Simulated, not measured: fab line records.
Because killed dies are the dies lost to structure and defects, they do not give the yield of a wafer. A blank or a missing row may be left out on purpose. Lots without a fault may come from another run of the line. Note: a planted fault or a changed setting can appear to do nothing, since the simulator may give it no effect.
fab line records	flow sky130
record lots=12	wafers=36	last-day=50
route steps=708 shown VT_ADJUST_NCORE@127 LDD_HVN@275 LDD_HVP@287 LI_CONTACT@386
lots untouched by any fault: they come from a run of this same line in which no faults occurred
start-h: the number of hours between the record's first day and the start of the first shown wafer of the lot	wait-h: how many hours have passed since the lot's step before this one	" repeats the value in the row above	L1.1+2: one row covering several wafers at once	- no value, or no start was given	* or withheld: withheld	< > ~ a bound
route shown NAME@n: NAME is a module with steps in the file, n the number in the route of the first one	usual: the fault-free wafers' mean and standard deviation	same: alike in all rows	chamber/n: place in a boat	sites: per-site readings	_std_site: how widely they spread, as a standard deviation	_edge_site: outer sites' mean less inner sites'	radius-mm: for every site, how far away it sits from the centre of the wafer	mask NAME#n: copy n	behind: the last tool/chamber to shape the wafer	hold: why the lot was held/for how many hours/how that ended	device: whichever transistor did not switch (one of n, p or np)	end of line: the tests these same wafers got at the end of their route	step lacking rows: just its recipe	killed: dies that structure and defects cost at the first sort, which is not the same as the wafer's yield	map: shows each die of a wafer: x if killed, . if not, _ if none is there
set.NAME: the setting the step ran with; set.NAME@STEP: the setting that earlier step ran with	model.NAME: the simulator's own value behind a step, which no gauge read
steps of the route over a sample of lots; a table a step, a row a wafer
services: a tool's chamber out of use, with start hour (start-h, from the record's first day; less than 0 if before it), hours out, and reason
## steps
# step SKY_VT_ADJUST_NCORE_OVL_MEAS_08
# usual VT_ADJUST_NCORE_OVL=-0.3/1.4
lot.wafer	tool	chamber	start-h	wait-h	VT_ADJUST_NCORE_OVL[nm]
L292.2	overlay-01	-	199.10	0.1	-1.3
L292.3	"	-	"	"	0.3
L292.5	"	-	"	"	0.0
L294.1	overlay-02	-	209.25	0.1	0.4
L294.2	"	-	"	"	-1.8
L294.5	"	-	"	"	-2.1
L296.2	overlay-01	-	229.89	0.1	0.2
L296.3	"	-	"	"	-0.6
L296.6	"	-	"	"	-0.1
L298.3	overlay-02	-	239.54	0.1	0.0
L298.5	"	-	"	"	-0.8
L298.6	"	-	"	"	-0.5
L299.1	overlay-01	-	246.54	0.1	-0.6
L299.2	"	-	"	"	-1.8
L299.5	"	-	"	"	-2.2
L300.2	overlay-01	-	254.86	0.1	0.8
L300.4	"	-	"	"	0.7
L300.6	"	-	"	"	-1.0
L301.1	overlay-02	-	259.43	0.1	0.3
L301.2	"	-	"	"	1.2
L301.3	"	-	"	"	2.8
L302.3	overlay-01	-	266.57	0.1	-2.5
L302.4	"	-	"	"	-1.1
L302.6	"	-	"	"	-2.4
L306.1	overlay-02	-	297.93	0.1	0.0
L306.2	"	-	"	"	-1.3
L306.5	"	-	"	"	0.1
L307.1	overlay-01	-	303.65	0.1	-1.2
L307.3	"	-	"	"	-1.7
L307.4	"	-	"	"	-0.5
L308.2	overlay-01	-	312.91	0.1	-1.2
L308.5	"	-	"	"	0.2
L308.6	"	-	"	"	0.5
L313.2	overlay-01	-	350.86	0.1	-0.1
L313.3	"	-	"	"	0.4
L313.4	"	-	"	"	0.5
# step SKY_LDD_HVN_IMPLANT_08
# recipe species=P	energy-kev=60	dose-cm2=3e+13	tilt-deg=40
# usual dose-ions-cm2=3e+13/3.4e+10	faraday-current-uA=169/3.5
lot.wafer	tool	chamber	start-h	wait-h	dose-ions-cm2	faraday-current-uA
L292.2	implanter-04	0	480.98	0.0	2.994e+13	166
L292.3	"	0	"	"	2.995e+13	168
L292.5	"	0	"	"	2.997e+13	165
L294.1	implanter-02	0	495.74	0.0	3.001e+13	172
L294.2	"	0	"	"	2.998e+13	166
L294.5	"	0	"	"	2.999e+13	173
L296.2	implanter-04	0	527.41	0.0	3.002e+13	167
L296.3	"	0	"	"	3.005e+13	174
L296.6	"	0	"	"	3.004e+13	169
L298.3	implanter-01	0	536.67	0.1	3.001e+13	166
L298.5	"	0	"	"	3.001e+13	169
L298.6	"	0	"	"	3.003e+13	171
L299.1	implanter-01	0	566.62	0.0	3e+13	173
L299.2	"	0	"	"	3e+13	169
L299.5	"	0	"	"	2.999e+13	170
L300.2	implanter-01	0	566.94	0.0	2.994e+13	170
L300.4	"	0	"	"	3e+13	172
L300.6	"	0	"	"	2.998e+13	170
L301.1	implanter-04	0	586.23	0.0	2.999e+13	173
L301.2	"	0	"	"	3.004e+13	172
L301.3	"	0	"	"	2.998e+13	170
L302.3	implanter-04	0	587.83	0.1	2.999e+13	172
L302.4	"	0	"	"	3.004e+13	166
L302.6	"	0	"	"	2.998e+13	169
L306.1	implanter-04	0	605.47	0.0	1.478e+13	82
L306.2	"	0	"	"	1.48e+13	83
L306.5	"	0	"	"	1.481e+13	84
L308.2	implanter-01	0	624.13	0.0	2.997e+13	169
L308.5	"	0	"	"	2.997e+13	169
L308.6	"	0	"	"	3e+13	172
L307.1	implanter-04	0	626.81	0.0	1.478e+13	83
L307.3	"	0	"	"	1.486e+13	86
L307.4	"	0	"	"	1.482e+13	82
L313.2	implanter-02	0	666.38	0.0	3.002e+13	169
L313.3	"	0	"	"	3.001e+13	170
L313.4	"	0	"	"	3.004e+13	167
# step SKY_LDD_HVN_TW_MEAS_10
# usual LDD_HVN_TW=1439/10
lot.wafer	tool	chamber	start-h	wait-h	LDD_HVN_TW
L292.2	film-metro-03	-	481.22	0.1	1455
L292.3	"	-	"	"	1453
L292.5	"	-	"	"	1446
L294.1	film-metro-03	-	495.99	0.1	1453
L294.2	"	-	"	"	1439
L294.5	"	-	"	"	1447
L296.2	film-metro-03	-	527.65	0.1	1449
L296.3	"	-	"	"	1443
L296.6	"	-	"	"	1446
L298.3	film-metro-02	-	536.89	0.1	1430
L298.5	"	-	"	"	1435
L298.6	"	-	"	"	1436
L299.1	film-metro-02	-	566.87	0.1	1436
L299.2	"	-	"	"	1440
L299.5	"	-	"	"	1431
L300.2	film-metro-03	-	567.18	0.1	1456
L300.4	"	-	"	"	1446
L300.6	"	-	"	"	1450
L301.1	film-metro-04	-	586.48	0.1	1416
L301.2	"	-	"	"	1416
L301.3	"	-	"	"	1429
L302.3	film-metro-03	-	588.05	0.1	1438
L302.4	"	-	"	"	1432
L302.6	"	-	"	"	1440
L306.1	film-metro-03	-	605.72	0.1	1162
L306.2	"	-	"	"	1162
L306.5	"	-	"	"	1157
L308.2	film-metro-04	-	624.37	0.1	1444
L308.5	"	-	"	"	1434
L308.6	"	-	"	"	1438
L307.1	film-metro-04	-	627.06	0.1	1154
L307.3	"	-	"	"	1158
L307.4	"	-	"	"	1146
L313.2	film-metro-02	-	666.62	0.1	1437
L313.3	"	-	"	"	1428
L313.4	"	-	"	"	1436
# step SKY_LDD_HVP_STRIP_09
# recipe chemistry=O2/N2	power-w=1400	pressure-mtorr=1500	platen-temp-c=withheld	o2-flow-sccm=3000	n2-flow-sccm=300	overash-fraction=0.5
# usual drypump-motor-current-A=5.7/0.34	oes-product-au=0.408/0.0047	strip-time-to-endpoint-s=4.135/0.015
lot.wafer	tool	chamber	start-h	wait-h	drypump-motor-current-A	oes-product-au	rf-hours-counter-h	strip-time-to-endpoint-s
L292.2	plasma-asher-04	1	512.45	0.1	5.8	0.407	71	4.152
L292.3	"	1	"	"	5.8	0.412	-	4.133
L292.5	"	0	"	"	6.2	0.410	-	4.137
L294.1	plasma-asher-01	0	526.89	0.1	5.6	0.407	9	4.142
L294.2	"	1	"	"	5.8	0.413	9	4.153
L294.5	"	1	"	"	5.8	0.416	-	4.148
L296.2	plasma-asher-01	0	558.46	0.1	5.6	0.409	13	4.145
L296.3	"	1	"	"	5.8	0.407	-	4.131
L296.6	"	0	"	"	5.6	0.407	-	4.150
L298.3	plasma-asher-01	1	567.03	0.1	5.9	0.416	-	4.124
L298.5	"	1	"	"	5.9	0.403	-	4.146
L298.6	"	0	"	"	5.6	0.411	-	4.146
L299.1	plasma-asher-04	1	596.00	0.1	5.8	0.406	79	4.124
L299.2	"	0	"	"	6.2	0.410	79	4.119
L299.5	"	1	"	"	5.8	0.414	-	4.134
L300.2	plasma-asher-03	1	596.09	0.1	5.7	0.412	88	4.125
L300.4	"	1	"	"	5.7	0.409	-	4.116
L300.6	"	1	"	"	5.7	0.407	-	4.122
L301.1	plasma-asher-03	0	615.78	0.1	5.2	0.421	89	4.093
L301.2	"	1	"	"	5.7	0.417	89	4.109
L301.3	"	1	"	"	5.7	0.405	-	4.131
L302.3	plasma-asher-01	1	617.74	0.1	5.8	0.405	-	4.140
L302.4	"	0	"	"	5.6	0.408	-	4.164
L302.6	"	0	"	"	5.6	0.404	-	4.123
L306.1	plasma-asher-03	1	634.93	0.1	5.7	0.404	91	4.122
L306.2	"	0	"	"	5.1	0.408	91	4.112
L306.5	"	1	"	"	5.7	0.413	-	4.133
L308.2	plasma-asher-01	0	653.23	0.1	5.6	0.405	23	4.127
L308.5	"	1	"	"	5.9	0.412	-	4.128
L308.6	"	0	"	"	5.6	0.412	-	4.118
L307.1	plasma-asher-04	0	654.65	0.1	6.2	0.411	86	4.144
L307.3	"	0	"	"	6.2	0.407	-	4.137
L307.4	"	1	"	"	5.8	0.406	-	4.132
L313.2	plasma-asher-04	1	694.55	0.1	5.8	0.406	91	4.115
L313.3	"	0	"	"	6.2	0.411	-	4.122
L313.4	"	1	"	"	5.8	0.410	-	4.128
# step SKY_LI_CONTACT_CMP_24
# recipe stop-on=PSG	t-overpolish-s=20	down-force-psi=3.5	platen-rpm=60	target-thk-nm=0	pad-velocity-m-s=0.94248
# usual motor-current-A=11.6/0.59	overpolish-run-s=19.999/0.01	time-to-endpoint-s=96/4.1
lot.wafer	tool	chamber	start-h	wait-h	motor-current-A	overpolish-run-s	time-to-endpoint-s
L292.2	cmp-02	3	692.08	0.0	11.9	19.992	98
L292.3	"	0	"	"	10.7	20.005	93
L292.5	"	0	"	"	10.2	19.999	97
L294.1	cmp-02	2	706.40	0.1	11.9	20.005	93
L294.2	"	0	"	"	10.7	19.994	91
L294.5	"	2	"	"	12.0	19.996	96
L296.3	cmp-01	2	736.50	0.0	11.7	19.987	94
L296.2	"	0	"	"	11.8	19.996	97
L296.6	"	3	"	"	12.6	20.003	93
L298.3	cmp-01	2	743.13	0.1	11.9	20.003	89
L298.6	"	2	"	"	12.1	19.992	91
L298.5	"	3	"	"	12.2	19.995	88
L299.2	cmp-02	3	768.40	0.1	12.1	19.996	92
L299.1	"	1	"	"	11.0	19.989	92
L299.5	"	2	"	"	11.8	19.999	95
L300.2	cmp-02	3	771.45	0.0	12.2	20.010	96
L300.4	"	1	"	"	11.0	20.010	97
L300.6	"	0	"	"	10.6	19.998	98
L302.4	cmp-02	0	791.25	0.0	10.8	20.002	98
L302.3	"	1	"	"	11.2	19.981	94
L302.6	"	1	"	"	11.1	19.996	98
L301.2	cmp-01	2	791.77	0.0	12.6	20.010	96
L301.3	"	0	"	"	11.0	19.996	99
L301.1	"	1	"	"	11.1	20.005	107
L306.1	cmp-02	3	804.15	0.1	12.2	20.010	91
L306.2	"	1	"	"	10.7	19.985	100
L306.5	"	3	"	"	11.7	19.991	91
L308.2	cmp-02	0	821.52	0.1	10.5	19.981	92
L308.5	"	3	"	"	11.7	20.015	89
L308.6	"	0	"	"	10.5	20.006	90
L307.3	cmp-02	0	823.73	0.1	10.6	19.989	97
L307.4	"	1	"	"	11.0	20.004	90
L307.1	"	2	"	"	11.1	20.001	98
L313.4	cmp-01	3	857.67	0.0	11.7	19.997	92
L313.3	"	1	"	"	11.9	19.992	105
L313.2	"	2	"	"	12.5	20.002	95
## services
tool	chamber	start-h	hours	kind
cmp-02	-	457.19	2.0	repair
implanter-04	-	483.89	8.7	repair
implanter-04	-	487.79	1.8	repair
cmp-01	-	489.35	6.6	pm
cmp-01	-	517.80	1.5	repair
implanter-01	-	539.00	2.3	repair
cmp-01	-	551.27	1.8	repair
plasma-asher-04	-	557.40	2.8	pm
implanter-04	-	566.61	7.0	pm
cmp-01	-	572.29	4.0	pm
plasma-asher-01	-	594.49	1.9	repair
cmp-02	-	595.52	0.9	repair
implanter-01	-	595.92	1.8	repair
cmp-02	-	605.45	1.7	repair
cmp-01	-	635.71	3.1	repair
implanter-04	-	636.27	1.5	repair
cmp-01	-	643.16	0.6	repair
implanter-04	-	660.18	5.5	pm
cmp-02	-	710.48	2.5	repair
cmp-02	-	723.91	0.3	repair
cmp-02	-	728.31	3.6	pm
cmp-02	-	747.22	4.0	pm
cmp-02	-	752.79	2.1	repair
cmp-02	-	790.23	0.8	repair
## key
first-sign step=SKY_LDD_HVN_IMPLANT_08	reading=dose-ions-cm2	direction=down	sigmas=99+	usual=*	struck=*
effect step=SKY_LDD_HVN_IMPLANT_08	reading=faraday-current-uA	direction=down	sigmas=25	usual=169	struck=83
effect step=SKY_LDD_HVN_TW_MEAS_10	reading=LDD_HVN_TW	direction=down	sigmas=28	usual=1439	struck=1156
met-at SKY_LDD_HVN_IMPLANT_08
struck-lots L306,L307
tester-left-out L306,L307
not-acting-at SKY_VT_ADJUST_NCORE_OVL_MEAS_08,SKY_LDD_HVP_STRIP_09,SKY_LI_CONTACT_CMP_24
onset-between 587.83 605.47
fault kind=process-parameter-drift	tool=implanter-04	chamber=-	onset-h=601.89	steps=SKY_LDD_HVN_IMPLANT_08	channel=dose-cm2	offset=*	shape=step	end-h=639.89	acts-in=*	stated=*
# tester-left-out: of these lots the tester's yield and bins aren't shown, on N5 and GAA mostly nor the transistor test; their killed dies are dies lost to structure and defects alone, not to doping, threshold or leakage, so they don't give the yield
